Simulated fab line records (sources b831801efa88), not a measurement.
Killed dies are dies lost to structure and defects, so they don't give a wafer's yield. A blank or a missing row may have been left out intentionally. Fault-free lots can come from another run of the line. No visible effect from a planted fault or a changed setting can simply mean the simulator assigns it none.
Code-filled problem report in 8D (eight disciplines) form -- flow sky130 -- the parts of the form that need people (team, actions taken, sign-off) are left out

## 1. WHAT WENT WRONG
Mean of oesProductAu at SKY_METAL4_METAL_ETCH_18: 0.739 a.u. across 6 wafers in 2 lots; on wafers with no fault it is 0.867 a.u. (standard deviation 0.0061). Relative to the usual mean, that is a shift of -21 standard deviations.
The step: etches the open film in Cl2/BCl3, stops on SiO2, target depth 845 nm, time 183.1 s.
First observed at day 44 11:08: wafer L789.1, on rieMetal-02. At this step, 33 wafers from 11 lots have a number in the record. The rule behind "out" and "out of limits": a value lying over 4 standard deviations away from the usual mean. The rest of the wafers with a number are treated as sound.

## 2. WHAT IT IS; WHAT IT IS NOT
question,is,is not
which readings at this step,oesProductAu,"biasW, drypumpMotorCurrentA, throttleValvePct"
which lots,"L789, L791","L778, L780, L781, L782, L786, L788, L793, L800, L801"
which wafers of those lots,all that have a number,-
read on which tools,"rieMetal-02, rieMetal-03",rieMetal-04
when,from day 44 11:08,"up to then (15 sound wafers); but 12 sound wafers of L788, L793, L800, L801 came after"

## 3. THE SUSPECTS, EACH WITH WHAT RULES IT OUT
Counting: a tool stays on the suspect list if, at a process step up to the reading, it processed all lots that are out and no sound lot following the first of them.
- pvdSputter-01 at SKY_METAL4_SPUTTER_02 (material AlCu, target thk 735 nm, time 39.1 s): kept. Every lot that is out went through it, starting with L789 (day 42 14:03), and after that it ran no sound lot; the last sound lot it ran before then is L786 (day 42 00:11).
Left after counting: pvdSputter-01 at SKY_METAL4_SPUTTER_02.

## 4. THE CAUSE (what the simulator had put in)
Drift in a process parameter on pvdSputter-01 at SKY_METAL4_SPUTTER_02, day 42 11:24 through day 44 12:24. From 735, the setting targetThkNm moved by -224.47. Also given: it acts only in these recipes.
Only this tool survived the counting.

## 5. SEQUENCE OF EFFECTS, ordered by route
One row per reading whose mean, taken over the struck wafers that have a number, lies over 3 standard deviations from the usual. Scope: only readings with a usual standard deviation given in the record; hours: median across lots of the time from each lot's start at the first step in this table that gives one to its start at this step; sigmas: change in usual standard deviations.
hours,step,reading,usual,on struck wafers,change,sigmas
0,SKY_METAL4_METAL_ETCH_18,oesProductAu,0.867 a.u.,0.739,-0.128,-21
Here are the process steps it includes:
- SKY_METAL4_METAL_ETCH_18: etches the open film in Cl2/BCl3, stops on SiO2, target depth 845 nm, time 183.1 s.

## 6. WHAT WOULD HAVE CAUGHT IT SOONER
In this record no reading fell out of limits until day 44 11:08, 48 hours after the fault had begun at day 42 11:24.
An alarm limit of 4 standard deviations would not have fired on the tool readings at SKY_METAL4_SPUTTER_02 for which the record gives a usual standard deviation, since none of them was out on any struck wafer.
By day 44 11:08, every lot that is out (2) had started SKY_METAL4_SPUTTER_02 on pvdSputter-01. None of them would have been spared by holding the tool at that moment.
